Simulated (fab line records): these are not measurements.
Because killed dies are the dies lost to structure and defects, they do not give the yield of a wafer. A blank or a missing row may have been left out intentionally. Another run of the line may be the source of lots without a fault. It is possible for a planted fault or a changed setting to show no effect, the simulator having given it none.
Chamber matching -- flow gf180mcu -- GF_V3_ETCH_16 on rieDiel-04 has 4 sister chambers
The step etches BARC in N2/H2. 8 wafers are shown with their chamber, then 11 later ones without.

## WAFERS, EACH WITH ITS CHAMBER
wafer,chamber,drypumpMotorCurrentA (A),throttleValvePct (%)
L083.5,3,5.9,13.236
L086.2,2,5.4,13.221
L086.3,0,6.6,13.215
L086.5,0,6.6,13.210
L088.3,1,5.5,13.214
L088.4,2,5.3,13.229
L088.5,1,5.5,13.226
L090.1,3,6.0,13.234

## WAFERS WITHOUT THEIR CHAMBER
wafer,drypumpMotorCurrentA (A),throttleValvePct (%)
L090.2,5.4,13.239
L090.3,5.5,13.230
L090.4,6.7,13.210
L090.5,5.5,13.228
L090.6,6.7,13.216
L091.3,5.5,13.210
L091.4,5.4,13.225
L091.6,6.7,13.233
L095.2,5.5,13.224
L095.5,5.4,13.212
L095.6,6.7,13.222

## THE CHAMBER EACH PASSED THROUGH
wafer,from the rows above,in truth
L090.2,can't be placed: 2 or 1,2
L090.3,can't be placed: 1 or 2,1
L090.4,0,0
L090.5,can't be placed: 1 or 2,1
L090.6,0,0
L091.3,1,1
L091.4,can't be placed: 2 or 1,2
L091.6,0,0
L095.2,1,1
L095.5,can't be placed: 1 or 2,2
L095.6,0,0
Correct placement for 6 of the 11. These rows do not allow placing 5 (true chamber among the candidates in 5). Number placed wrongly: 0.
How it was worked out, from the rows above alone: a wafer's distance from a chamber is the root of the sum, over the readings, of the square of ((its reading less the chamber's mean) divided by the reading's scatter). The wafer belongs to the nearest chamber; if the next one is less than 2 further off, it can't be placed. The mean given for a chamber averages the wafers shown for that chamber. The scatter is the square root of a quotient: the sum, over the shown wafers, of each reading's squared deviation from its chamber's mean, divided by wafers minus chambers.
